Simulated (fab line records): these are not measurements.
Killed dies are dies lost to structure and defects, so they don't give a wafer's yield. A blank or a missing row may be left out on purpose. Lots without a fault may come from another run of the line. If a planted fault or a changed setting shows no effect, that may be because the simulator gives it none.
Comparing a struck lot with a sound one :: flow sky130 :: 24 out of 708 route steps
Sound: these wafers, L378.1, L378.4, L378.6. Struck: wafers L384.2, L384.3, L384.4. At the end, the cause is stated.
Per side, at each step with rows, come the tool, then ch with its chambers, and then its first start. Under that, the readings that differ: sound wafers :: struck wafers :: difference of the means :: sigmas: that difference in standard deviations of wafers without a fault.
alike: readings with means less than 2 such deviations apart, plus words and numbers identical on both sides. not compared: withheld readings, readings lacking a value on some wafer, bounds such as >300 that could conceal the same value, and numbers that have no deviation in the record and whose values overlap.
The two part at a step that has a row with sigmas, a row that says differs or no value, or rows on one side only. Non-overlapping numbers with no deviation appear without sigmas and do not part them. A reading missing from all wafers of one side parts the sides only when that side holds two or more wafers.

first, 6 steps without rows for these wafers: SKY_LDD_HVP_HMDS_01 (prime time 60 s); SKY_LDD_HVP_COAT_02 (resist thk 300 nm); SKY_LDD_HVP_SOFTBAKE_03 (time 60 s); SKY_LDD_HVP_EXPOSE_04 (exposes mask HVPTM, target cd 700 nm); SKY_LDD_HVP_PEB_05; SKY_LDD_HVP_DEVELOP_06 (develop time 60 s).
SKY_LDD_HVP_OVL_MEAS_07:
  struck on overlay-02, day 25 16:29; sound on overlay-02, day 23 13:45
reading: LDD_HVP_OVL (nm)
sound: 0.8 1.9 -0.4
struck: -0.3 -2.4 -3.2
difference: -2.7
sigmas: -2
after that, 1 step had no rows for these wafers: SKY_LDD_HVP_IMPLANT_08.
SKY_LDD_HVP_STRIP_09: strips in O2/N2.
  sound on plasma-asher-02 ch 0,1, day 23 13:56; struck on plasma-asher-04 ch 0,1, day 25 16:40
  alike: drypump-motor-current-A, oes-product-au, strip-time-to-endpoint-s
  not compared: rf-hours-counter-h
SKY_LDD_HVP_TW_MEAS_10:
  struck on film-metro-03, day 25 16:46; sound on film-metro-03, day 23 14:02
  alike: LDD_HVP_TW
then, 2 steps without rows for these wafers: SKY_LDD_LDN_DEHYDRATE_00 (time 60 s); SKY_LDD_LDN_HMDS_01 (prime time 60 s).
SKY_LDD_LDN_COAT_02: resist thk 1140 nm.
  sound on litho-track-03 ch 0, day 24 05:01; struck on litho-track-03 ch 0, day 26 06:42
reading: model.NOVOLAK_of_LDD_LDN_COAT_02.thk-nm (nm)
sound: 1143 1143 1141
struck: 331.2 332 332.5
difference: -810.4
sigmas: 
then, 3 steps without rows for these wafers: SKY_LDD_LDN_SOFTBAKE_03 (time 60 s); SKY_LDD_LDN_EXPOSE_04 (exposes mask LDNTM, target cd 700 nm); SKY_LDD_LDN_PEB_05.
SKY_LDD_LDN_DEVELOP_06: develop time 60 s.
  sound on litho-track-01 ch 0, day 24 19:45; struck on litho-track-01 ch 0, day 26 21:59
reading: model.NOVOLAK_of_LDD_LDN_COAT_02.thk-nm (nm)
sound: 1142 1142 1140
struck: 330.7 331.6 332.1
difference: -809.9
sigmas: 
SKY_LDD_LDN_OVL_MEAS_07:
  struck on overlay-01, day 26 22:07; sound on overlay-01, day 24 19:54
  alike: LDD_LDN_OVL
then, 4 steps without rows for these wafers: SKY_LDD_LDN_IMPLANT_08; SKY_LDD_LDN_IMPLANT_09; SKY_LDD_LDN_IMPLANT_10; SKY_LDD_LDN_IMPLANT_11.
SKY_LDD_LDN_STRIP_12: strips in O2/N2.
  sound on plasma-asher-04 ch 1, day 24 20:32; struck on plasma-asher-01 ch 0,1, day 26 22:44
reading: oes-product-au (a.u.)
sound: 0.714 0.710 0.712
struck: 0.428 0.426 0.434
difference: -0.283
sigmas: -60

reading: strip-time-to-endpoint-s (s)
sound: 14.19 14.21 14.19
struck: 4.54 4.55 4.55
difference: -9.65
sigmas: -99 or more
  alike: drypump-motor-current-A
  not compared: rf-hours-counter-h
SKY_LDD_LDN_TW_MEAS_13:
  struck on film-metro-04, day 26 22:53; sound on film-metro-01, day 24 20:38
  alike: LDD_LDN_TW

WHERE THEY PART
At SKY_LDD_HVP_OVL_MEAS_07 first; at SKY_LDD_LDN_STRIP_12 last (within this record only). Later steps at which nothing parts them and some readings are alike: SKY_LDD_LDN_TW_MEAS_13.

WHY: the cause the simulator had injected
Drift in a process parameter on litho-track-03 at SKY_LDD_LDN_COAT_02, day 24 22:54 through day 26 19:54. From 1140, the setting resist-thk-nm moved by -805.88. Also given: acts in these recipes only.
